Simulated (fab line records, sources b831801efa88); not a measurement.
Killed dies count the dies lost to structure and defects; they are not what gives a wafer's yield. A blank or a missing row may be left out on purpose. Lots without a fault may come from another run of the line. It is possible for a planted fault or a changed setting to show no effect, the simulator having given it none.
Chamber matching	flow gf180mcu	4 sister chambers for GF_M5_ETCH_09 on rie_diel-01
The step etches Si3N4 in CF4/O2, target depth 52 nm, time 11.6 s. 8 wafers are shown with their chamber, then 12 later ones without.

WAFERS WITH THEIR CHAMBER
wafer	chamber	drypump_motor_current_A (A)	oes_product_au (a.u.)
L085.6	0	5.7	1.013
L086.3	3	6.0	0.986
L086.4	2	5.9	0.992
L090.2	0	5.7	1.010
L090.6	1	6.4	1.021
L091.3	1	6.4	1.014
L091.4	2	5.9	0.977
L091.6	3	5.9	0.989

WAFERS WITH NO CHAMBER GIVEN
wafer	drypump_motor_current_A (A)	oes_product_au (a.u.)
L092.1	5.6	1.016
L092.3	5.9	0.989
L092.5	5.7	1.019
L094.2	6.4	1.028
L094.4	5.7	1.011
L094.6	5.9	0.993
L096.3	6.4	1.011
L096.4	6.4	1.023
L096.6	5.9	0.987
L097.2	5.9	0.984
L097.5	5.9	0.998
L097.6	6.4	1.026

EACH ONE'S CHAMBER
wafer	from the rows above	in truth
L092.1	0	0
L092.3	can't be placed: 2 or 3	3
L092.5	0	0
L094.2	1	1
L094.4	0	0
L094.6	can't be placed: 2 or 3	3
L096.3	1	1
L096.4	1	1
L096.6	can't be placed: 2 or 3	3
L097.2	can't be placed: 2 or 3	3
L097.5	can't be placed: 2 or 3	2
L097.6	1	1
7 of 12 placed correctly. Cannot be placed on the basis of these rows: 5; the candidates contain the true chamber in 5. Placed wrongly: 0.
How it was worked out, from the rows above alone: a wafer's distance from a chamber is the root of the sum, over the readings, of the square of ((its reading less the chamber's mean) divided by the reading's scatter). The wafer belongs to the nearest chamber; if the next one is less than 2 further off, it can't be placed. The mean given for a chamber averages the wafers shown for that chamber. The scatter: take each reading less its chamber's mean, square it, sum over the shown wafers, divide by the number of wafers less the number of chambers, and take the root.
